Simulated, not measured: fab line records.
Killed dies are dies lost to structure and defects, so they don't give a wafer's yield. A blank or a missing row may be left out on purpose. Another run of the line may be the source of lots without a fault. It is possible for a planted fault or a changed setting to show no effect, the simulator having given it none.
What tool caused it? || flow sky130 || 14 lots, 42 wafers sampled, at 3 steps of a route of 708

== WHAT THE GAUGES READ, wafer by wafer ==
SKY_VT_ADJUST_LVTN_OVL_MEAS_18. Usual: VT_ADJUST_LVTN_01_OVL typically reads 1.1 nm, with standard deviation 1.5.
{"lot": "L875", "measured": "day 8 04:20", "on": "overlay-02", "VT_ADJUST_LVTN_01_OVL (nm)": "1.8 2.1 1.5", "flag": ""}
{"lot": "L876", "measured": "day 8 13:16", "on": "overlay-02", "VT_ADJUST_LVTN_01_OVL (nm)": "-2.0 -1.6 -1.9", "flag": ""}
{"lot": "L877", "measured": "day 8 21:13", "on": "overlay-02", "VT_ADJUST_LVTN_01_OVL (nm)": "0.6 0.9 2.1", "flag": ""}
{"lot": "L878", "measured": "day 8 23:52", "on": "overlay-01", "VT_ADJUST_LVTN_01_OVL (nm)": "3.5 2.3 2.1", "flag": ""}
{"lot": "L879", "measured": "day 9 06:28", "on": "overlay-01", "VT_ADJUST_LVTN_01_OVL (nm)": "1.1 4.2 2.0", "flag": ""}
{"lot": "L880", "measured": "day 9 15:34", "on": "overlay-01", "VT_ADJUST_LVTN_01_OVL (nm)": "1.3 1.4 1.4", "flag": ""}
{"lot": "L881", "measured": "day 9 19:04", "on": "overlay-02", "VT_ADJUST_LVTN_01_OVL (nm)": "1.7 -0.2 1.9", "flag": ""}
{"lot": "L882", "measured": "day 10 05:43", "on": "overlay-02", "VT_ADJUST_LVTN_01_OVL (nm)": "1.4 -0.1 3.4", "flag": ""}
{"lot": "L885", "measured": "day 11 02:43", "on": "overlay-01", "VT_ADJUST_LVTN_01_OVL (nm)": "4.7 3.3 2.1", "flag": ""}
{"lot": "L886", "measured": "day 11 05:44", "on": "overlay-01", "VT_ADJUST_LVTN_01_OVL (nm)": "0.1 1.9 1.3", "flag": ""}
{"lot": "L890", "measured": "day 12 08:10", "on": "overlay-01", "VT_ADJUST_LVTN_01_OVL (nm)": "3.3 2.8 3.3", "flag": ""}
{"lot": "L891", "measured": "day 12 16:16", "on": "overlay-01", "VT_ADJUST_LVTN_01_OVL (nm)": "0.4 1.2 2.4", "flag": ""}
{"lot": "L892", "measured": "day 13 04:07", "on": "overlay-02", "VT_ADJUST_LVTN_01_OVL (nm)": "2.0 -0.2 -0.4", "flag": ""}
{"lot": "L895", "measured": "day 14 03:29", "on": "overlay-01", "VT_ADJUST_LVTN_01_OVL (nm)": "1.7 0.7 1.9", "flag": ""}

SKY_VT_ADJUST_LVTN_TW_MEAS_21. Usual: VT_ADJUST_LVTN_2_TW typically reads 188.2, with standard deviation 1.
{"lot": "L875", "measured": "day 8 04:38", "on": "film-metro-04", "VT_ADJUST_LVTN_2_TW": "188.8 190.2 188.4", "flag": ""}
{"lot": "L876", "measured": "day 8 13:33", "on": "film-metro-02", "VT_ADJUST_LVTN_2_TW": "187.4 185.9 186.9", "flag": ""}
{"lot": "L877", "measured": "day 8 21:31", "on": "film-metro-01", "VT_ADJUST_LVTN_2_TW": "190.1 190.1 188.5", "flag": ""}
{"lot": "L878", "measured": "day 9 00:09", "on": "film-metro-02", "VT_ADJUST_LVTN_2_TW": "189.0 188.7 189.3", "flag": ""}
{"lot": "L879", "measured": "day 9 06:45", "on": "film-metro-01", "VT_ADJUST_LVTN_2_TW": "187.7 188.5 188.2", "flag": ""}
{"lot": "L880", "measured": "day 9 15:51", "on": "film-metro-02", "VT_ADJUST_LVTN_2_TW": "189.5 188.7 189.7", "flag": ""}
{"lot": "L881", "measured": "day 9 19:22", "on": "film-metro-04", "VT_ADJUST_LVTN_2_TW": "188.4 188.2 188.3", "flag": ""}
{"lot": "L882", "measured": "day 10 06:01", "on": "film-metro-01", "VT_ADJUST_LVTN_2_TW": "187.0 187.6 187.9", "flag": ""}
{"lot": "L885", "measured": "day 11 03:01", "on": "film-metro-02", "VT_ADJUST_LVTN_2_TW": "187.6 187.6 188.9", "flag": ""}
{"lot": "L886", "measured": "day 11 06:02", "on": "film-metro-04", "VT_ADJUST_LVTN_2_TW": "189.6 188.7 188.7", "flag": ""}
{"lot": "L890", "measured": "day 12 08:28", "on": "film-metro-01", "VT_ADJUST_LVTN_2_TW": "190.0 189.8 189.6", "flag": ""}
{"lot": "L891", "measured": "day 12 16:34", "on": "film-metro-02", "VT_ADJUST_LVTN_2_TW": "187.2 187.2 187.1", "flag": ""}
{"lot": "L892", "measured": "day 13 04:25", "on": "film-metro-04", "VT_ADJUST_LVTN_2_TW": "188.0 187.3 186.9", "flag": ""}
{"lot": "L895", "measured": "day 14 03:46", "on": "film-metro-01", "VT_ADJUST_LVTN_2_TW": "188.0 188.2 188.7", "flag": ""}

SKY_SONOS_ONO_THK_MEAS_01. Usual: SONOS_ONO_OXIDATION_THK typically reads 2.58 nm, with standard deviation 0.061.
{"lot": "L875", "measured": "day 11 23:30", "on": "film-metro-02", "SONOS_ONO_OXIDATION_THK (nm)": "2.67 2.65 2.71", "flag": ""}
{"lot": "L876", "measured": "day 12 10:06", "on": "film-metro-03", "SONOS_ONO_OXIDATION_THK (nm)": "2.65 2.58 2.56", "flag": ""}
{"lot": "L877", "measured": "day 12 17:44", "on": "film-metro-03", "SONOS_ONO_OXIDATION_THK (nm)": "2.70 2.58 2.62", "flag": ""}
{"lot": "L878", "measured": "day 12 19:04", "on": "film-metro-01", "SONOS_ONO_OXIDATION_THK (nm)": "2.49 2.54 2.49", "flag": ""}
{"lot": "L879", "measured": "day 13 04:56", "on": "film-metro-02", "SONOS_ONO_OXIDATION_THK (nm)": "2.59 2.67 2.59", "flag": ""}
{"lot": "L880", "measured": "day 13 16:55", "on": "film-metro-01", "SONOS_ONO_OXIDATION_THK (nm)": "2.54 2.58 2.53", "flag": ""}
{"lot": "L881", "measured": "day 13 22:35", "on": "film-metro-02", "SONOS_ONO_OXIDATION_THK (nm)": "2.53 2.48 2.57", "flag": ""}
{"lot": "L882", "measured": "day 14 08:09", "on": "film-metro-02", "SONOS_ONO_OXIDATION_THK (nm)": "2.50 2.50 2.37", "flag": ""}
{"lot": "L885", "measured": "day 15 11:46", "on": "film-metro-02", "SONOS_ONO_OXIDATION_THK (nm)": "2.52 2.51 2.54", "flag": ""}
{"lot": "L886", "measured": "day 15 15:48", "on": "film-metro-02", "SONOS_ONO_OXIDATION_THK (nm)": "2.53 2.55 2.59", "flag": ""}
{"lot": "L890", "measured": "day 16 21:08", "on": "film-metro-02", "SONOS_ONO_OXIDATION_THK (nm)": "2.49 2.58 2.54", "flag": ""}
{"lot": "L891", "measured": "day 17 06:27", "on": "film-metro-02", "SONOS_ONO_OXIDATION_THK (nm)": "2.59 2.61 2.57", "flag": ""}
{"lot": "L892", "measured": "day 17 20:49", "on": "film-metro-01", "SONOS_ONO_OXIDATION_THK (nm)": "2.50 2.56 2.54", "flag": ""}
{"lot": "L895", "measured": "day 19 01:36", "on": "film-metro-03", "SONOS_ONO_OXIDATION_THK (nm)": "2.69 2.54 2.62", "flag": ""}

== TOOL THAT RAN EACH LOT (tool first, then ch and the chambers of the sampled wafers, then the start) ==
Record: no process step prior to these readings.

== WHAT THE TOOLS THEMSELVES READ (means of the sampled wafers that have a number; where no wafer has one, the mark that the record gives instead) ==
The record holds no such reading with a usual standard deviation.

== THE ANSWER, worked out from the rows above alone ==
Rule: a lot counts as off when the mean over its wafers that have a number is more than 3 standard deviations away from the usual mean. Also off: a lot with no number at a reading for which 4 or more lots have one. Any other lot the step has rows for is counted as sound. The gauges are gone through in route order, then the tools' own readings, and for those a lot's mean is taken as printed above. The first step at which some lot is off is used, and at that step the reading that is off furthest; a lot without a number counts as furthest.
No lot is off on any of the readings shown, so nothing can be concluded from this.

== WHAT THE SIMULATOR HAD INSERTED ==
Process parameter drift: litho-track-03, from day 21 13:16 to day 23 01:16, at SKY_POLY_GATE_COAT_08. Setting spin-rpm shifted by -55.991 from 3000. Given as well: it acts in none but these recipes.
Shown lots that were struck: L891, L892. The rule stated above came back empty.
